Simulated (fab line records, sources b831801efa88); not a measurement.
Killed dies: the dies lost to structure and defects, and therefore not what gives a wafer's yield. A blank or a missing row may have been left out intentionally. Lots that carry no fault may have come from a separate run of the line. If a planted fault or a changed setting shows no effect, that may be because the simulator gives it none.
Struck lot and sound lot, side by side	flow sfqLine	14 out of 325 route steps
Sound: the wafers L313.1, L313.3, L313.5. Wafers L310.3, L310.4, L310.5 were the ones struck. At the end, the cause is stated.
For every step that has rows: the tool of each side, followed by ch and its chambers, followed by its first start. Under that, the readings that differ: sound wafers	struck wafers	difference of the means	sigmas: that difference in standard deviations of wafers without a fault.
alike: words and numbers the same on both sides, and readings whose means are apart by under 2 such deviations; not compared: readings that were withheld, readings missing a value for some wafer, numbers with overlapping values and no deviation given by the record, and bounds like >300 which may hide the same value.
The two part at a step that has a row with sigmas, a row that says differs or no value, or rows on one side only. When numbers do not overlap yet have no deviation, they are printed without sigmas and do not part them. A reading missing from all wafers of one side parts the sides only when that side holds two or more wafers.

SFQ_M0_OVL_MEAS_906:
  sound on overlay-02 at day 12 17:56; struck on overlay-01 at day 11 19:32
  alike: M0_OVL
SFQ_TRILAYER_M0_BARC_OPEN_METAL_ETCH_031: etches BARC in O2, target depth 125 nm, time 41.7 s.
  sound on rieMetal-04 ch 0,1, day 12 17:59; struck on rieMetal-01 ch 0,1, day 11 19:34
  alike: drypumpMotorCurrentA, oesProductAu
  not compared: rfHoursCounterH
SFQ_TRILAYER_M0_ETCH_METAL_ETCH_024: etches Nb in Cl2/Ar, stops on SiO2, target depth 240 nm, time 120 s.
  sound on rieMetal-04 ch 0,1, day 12 18:02; struck on rieMetal-01 ch 0,1, day 11 19:39
  alike: drypumpMotorCurrentA, oesProductAu
  not compared: rfHoursCounterH
SFQ_TRILAYER_M0_STRIP_STRIP_025: strips in O2.
  sound on rieMetal-04 ch 0,1, day 12 18:10; struck on rieMetal-01 ch 0,1, day 11 19:56
  alike: drypumpMotorCurrentA, oesProductAu
  not compared: rfHoursCounterH
then, 1 step without rows for these wafers: SFQ_TRILAYER_M0_STRIP_SOLV_CLEAN_026 (cleans in NMP, time 600 s).
SFQ_TRILAYER_I0_DEP_PECVD_027: deposits SiO2 from SiH4/N2O, time 111.11 s, target thk 500 nm.
  sound on pecvd-01 ch 0,1,2, day 12 18:56; struck on pecvd-04 ch 0,1,2, day 11 20:31
  alike: heaterPowerW, throttleValvePct
SFQ_TRILAYER_I0_CMP_CMP_028: polishes SiO2.
  sound on cmp-02 ch 0,1,3, day 12 20:01; struck on cmp-01 ch 0,1,3, day 12 02:33
  alike: motorCurrentA, timeToEndpointS
SFQ_I0_BOW_MEAS_907:
  sound on filmMetro-03 at day 12 22:01; struck on filmMetro-03 at day 12 05:05
  alike: I0_BOW
then, 4 steps without rows for these wafers: SFQ_TRILAYER_I0_METRO_MEASURE_029; SFQ_TRILAYER_I0_VIA_LITHO_COAT_036 (resist thk 62 nm); SFQ_TRILAYER_I0_VIA_LITHO_COAT_031 (resist thk 650 nm); SFQ_TRILAYER_I0_VIA_LITHO_SOFTBAKE_035.
SFQ_TRILAYER_I0_VIA_LITHO_EXPOSE_032: exposes mask I0, target cd 500 nm.
  struck on krfScanner-01, day 14 00:13; sound on krfScanner-01 ch 0, day 14 18:49
  no value came back on the struck wafers for exposureDoseMJCm2, focusOffsetNm (nm), sigmaOuter; on the sound wafers exposureDoseMJCm2 reads 21.279 21.276 21.317
  alike: mask
then, 1 step without rows for these wafers: SFQ_TRILAYER_I0_VIA_LITHO_PEB_034 (peb time 60 s).

WHERE THEY PART
At SFQ_TRILAYER_I0_VIA_LITHO_EXPOSE_032 and nowhere else, as far as this record goes.

WHY: what the simulator had put in
At SFQ_TRILAYER_I0_VIA_LITHO_EXPOSE_032, the step was skipped entirely on krfScanner-01 from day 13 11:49 on. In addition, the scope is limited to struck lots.
